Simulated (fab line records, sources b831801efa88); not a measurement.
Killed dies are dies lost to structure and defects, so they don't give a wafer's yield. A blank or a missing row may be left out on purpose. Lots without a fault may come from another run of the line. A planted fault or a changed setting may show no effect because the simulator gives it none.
Which tool did it? | flow gf180mcu | 11 lots, 33 wafers sampled, at 6 steps of a route of 602

WHAT THE GAUGES READ, wafer by wafer
GF_HV_LDD_TW_MEAS_38.
lot  | measured     | on            | HV_LDD_3_TW
L640 | day 12 04:27 | film_metro-01 | 1480 1481 1486
L641 | day 12 20:15 | film_metro-02 | 1458 1459 1454
L644 | day 13 13:03 | film_metro-03 | 1444 1451 1459
L647 | day 14 13:13 | film_metro-03 | 1457 1451 1456
L648 | day 14 21:05 | film_metro-02 | 1459 1458 1469
L649 | day 15 08:00 | film_metro-03 | 1472 1464 1460
L650 | day 15 14:17 | film_metro-03 | 1471 1463 1460
L651 | day 15 22:40 | film_metro-03 | 1467 1463 1468
L655 | day 17 04:01 | film_metro-03 | 1451 1450 1457
L657 | day 17 19:26 | film_metro-01 | 1451 1451 1451
L662 | day 19 09:36 | film_metro-02 | 1459 1462 1460

GF_SALICIDE_RS_MEAS_04: measures by four-point-probe.
lot  | measured     | on            | SALICIDE_TIN_RS (ohm/sq)
L640 | day 15 21:14 | film_metro-02 | 16.50 16.56 16.52
L641 | day 16 17:37 | film_metro-02 | 16.55 16.50 16.48
L644 | day 17 11:15 | film_metro-04 | 16.00 16.04 16.14
L647 | day 18 14:07 | film_metro-04 | 16.52 16.67 16.71
L648 | day 18 22:11 | film_metro-02 | 16.33 16.25 16.58
L649 | day 19 10:54 | film_metro-02 | 16.03 15.94 16.10
L650 | day 19 17:02 | film_metro-04 | 16.49 16.67 16.59
L651 | day 20 01:22 | film_metro-02 | 16.10 16.06 16.06
L655 | day 21 09:47 | film_metro-01 | 17.32 17.33 17.11 17.28 17.29 17.11
L657 | day 22 01:05 | film_metro-02 | 17.91 17.88 17.70 17.90 17.86 17.72
L662 | day 23 12:55 | film_metro-01 | 16.22 16.51 16.45

GF_SALICIDE_THK_MEAS_05: measures by xrf.
lot  | measured     | on            | SALICIDE_TIN_THK (nm)
L640 | day 15 21:22 | film_metro-02 | 19.54 19.66 19.53
L641 | day 16 17:42 | film_metro-02 | 19.71 19.81 19.92
L644 | day 17 11:22 | film_metro-04 | 20.12 20.02 20.12
L647 | day 18 14:14 | film_metro-04 | 19.68 19.48 19.60
L648 | day 18 22:19 | film_metro-02 | 19.40 19.57 19.70
L649 | day 19 11:01 | film_metro-02 | 19.34 19.58 19.47
L650 | day 19 17:08 | film_metro-04 | 19.95 19.89 19.82
L651 | day 20 01:28 | film_metro-02 | 20.07 20.02 19.97
L655 | day 21 12:19 | film_metro-01 | 16.30 16.18 16.34 16.34 16.20 16.29
L657 | day 22 13:28 | film_metro-02 | 15.93 16.22 16.10 16.05 16.33 16.11
L662 | day 23 13:02 | film_metro-01 | 19.81 19.88 20.08

WHICH TOOL RAN EACH LOT (tool, then ch and the chambers of the sampled wafers, then the start)
lot  | GF_HV_LDD_STRIP_37                   | GF_SALICIDE_SPUTTER_02       | GF_SALICIDE_SPUTTER_03
L640 | plasma_asher-02 ch 0,1, day 12 04:21 | pvd_sputter-02, day 15 21:11 | pvd_sputter-02, day 15 21:13
L641 | plasma_asher-01 ch 0,1, day 12 20:09 | pvd_sputter-01, day 16 17:30 | pvd_sputter-01, day 16 17:32
L644 | plasma_asher-03 ch 0,1, day 13 12:57 | pvd_sputter-03, day 17 11:11 | pvd_sputter-03, day 17 11:13
L647 | plasma_asher-03 ch 1, day 14 13:06   | pvd_sputter-03, day 18 14:03 | pvd_sputter-03, day 18 14:05
L648 | plasma_asher-01 ch 0, day 14 20:59   | pvd_sputter-02, day 18 22:08 | pvd_sputter-02, day 18 22:10
L649 | plasma_asher-01 ch 0,1, day 15 07:54 | pvd_sputter-02, day 19 10:51 | pvd_sputter-02, day 19 10:52
L650 | plasma_asher-03 ch 0,1, day 15 14:11 | pvd_sputter-03, day 19 16:56 | pvd_sputter-03, day 19 16:58
L651 | plasma_asher-03 ch 0,1, day 15 22:33 | pvd_sputter-01, day 20 01:17 | pvd_sputter-01, day 20 01:19
L655 | plasma_asher-02 ch 0,1, day 17 03:54 | pvd_sputter-01, day 21 09:43 | pvd_sputter-01, day 21 09:44
L657 | plasma_asher-02 ch 0,1, day 17 19:20 | pvd_sputter-01, day 22 01:01 | pvd_sputter-01, day 22 01:03
L662 | plasma_asher-02 ch 0,1, day 19 09:29 | pvd_sputter-02, day 23 12:50 | pvd_sputter-02, day 23 12:52
- GF_HV_LDD_STRIP_37: strips in O2/N2.
- GF_SALICIDE_SPUTTER_02: material Co, target thk 10 nm, time 20 s.
- GF_SALICIDE_SPUTTER_03: material TiN, target thk 20 nm, time 16.7 s.

WHAT THE TOOLS THEMSELVES READ (means of the sampled wafers that have a number; where no wafer has one, the mark that the record gives instead)
GF_HV_LDD_STRIP_37.
lot  | tool            | drypump_motor_current_A (A) | heater_power_w (W) | oes_product_au (a.u.) | strip_time_to_endpoint_s (s)
L640 | plasma_asher-02 | 6.3                         | 363                | 0.719                 | 12.63
L641 | plasma_asher-01 | 5.5                         | 382                | 0.715                 | 12.58
L644 | plasma_asher-03 | 5.8                         | 334                | 0.721                 | 12.64
L647 | plasma_asher-03 | 5.9                         | 292                | 0.716                 | 12.61
L648 | plasma_asher-01 | 4.9                         | 288                | 0.714                 | 12.53
L649 | plasma_asher-01 | 5.2                         | 340                | 0.719                 | 12.64
L650 | plasma_asher-03 | 5.8                         | 327                | 0.709                 | 12.64
L651 | plasma_asher-03 | 5.8                         | 311                | 0.721                 | 12.58
L655 | plasma_asher-02 | 6.2                         | 371                | 0.717                 | 12.63
L657 | plasma_asher-02 | 6.2                         | 365                | 0.717                 | 12.61
L662 | plasma_asher-02 | 6.2                         | 369                | 0.714                 | 12.65

GF_SALICIDE_SPUTTER_02.
lot  | tool           | cathode_dc_power_W (W) | throttle_valve_pct (%)
L640 | pvd_sputter-02 | 1000.11                | 29.7
L641 | pvd_sputter-01 | 1000.01                | 30.1
L644 | pvd_sputter-03 | 1000.13                | 31.3
L647 | pvd_sputter-03 | 999.99                 | 32.0
L648 | pvd_sputter-02 | 999.91                 | 30.1
L649 | pvd_sputter-02 | 999.80                 | 29.5
L650 | pvd_sputter-03 | 1000.02                | 30.7
L651 | pvd_sputter-01 | 999.96                 | 30.7
L655 | pvd_sputter-01 | 1000.05                | 30.2
L657 | pvd_sputter-01 | 1000.10                | 30.5
L662 | pvd_sputter-02 | 999.98                 | 29.6

GF_SALICIDE_SPUTTER_03.
lot  | tool           | cathode_dc_power_W (W) | throttle_valve_pct (%)
L640 | pvd_sputter-02 | 6500.3                 | 29.7
L641 | pvd_sputter-01 | 6500.9                 | 30.1
L644 | pvd_sputter-03 | 6499.8                 | 31.4
L647 | pvd_sputter-03 | 6500.9                 | 31.9
L648 | pvd_sputter-02 | 6500.0                 | 30.1
L649 | pvd_sputter-02 | 6500.8                 | 29.4
L650 | pvd_sputter-03 | 6499.5                 | 30.6
L651 | pvd_sputter-01 | 6501.4                 | 30.8
L655 | pvd_sputter-01 | 5341.7                 | 30.2
L657 | pvd_sputter-01 | 5341.5                 | 30.4
L662 | pvd_sputter-02 | 6499.3                 | 29.7

THE ANSWER, worked out from the rows above alone
Rule: what is usual is taken from the lots themselves. Put in order of their means at a reading, lots are off if they are a third of the lots or fewer, leave a main group of 4 or more, and stand apart from it by a gap of 3 or more times the standard deviation of the main group's means; of several such gaps the widest counts. A main group whose means are all the same, to the digits that the tables above print for the reading, isn't used. A lot without any number at a reading at which 4 lots or more have one is off too. The other lots that the step has rows for count as sound. The gauges are gone through in route order, then the tools' own readings, and for those a lot's mean is taken as printed above. The first step at which some lot is off is used, and at that step the reading that is off furthest; a lot without a number counts as furthest.
Off: L655, L657, at GF_SALICIDE_THK_MEAS_05 (SALICIDE_TIN_THK). The main group: mean 19.77 nm, standard deviation 0.21.
A tool fits if, at a process step before that reading, it ran every lot that is off, and no sound lot after the first of them. The gauges at GF_SALICIDE_THK_MEAS_05 aren't tried: what is off there is off at GF_SALICIDE_SPUTTER_03 too, on other tools, and a gauge's error can't cause that. One fits: pvd_sputter-01 at GF_SALICIDE_SPUTTER_02 and GF_SALICIDE_SPUTTER_03. At GF_SALICIDE_SPUTTER_02 its last sound lot is L651 (day 20 01:17), its first lot that is off L655 (day 21 09:43): a fault that began between those two fits.

WHAT THE SIMULATOR HAD PUT IN
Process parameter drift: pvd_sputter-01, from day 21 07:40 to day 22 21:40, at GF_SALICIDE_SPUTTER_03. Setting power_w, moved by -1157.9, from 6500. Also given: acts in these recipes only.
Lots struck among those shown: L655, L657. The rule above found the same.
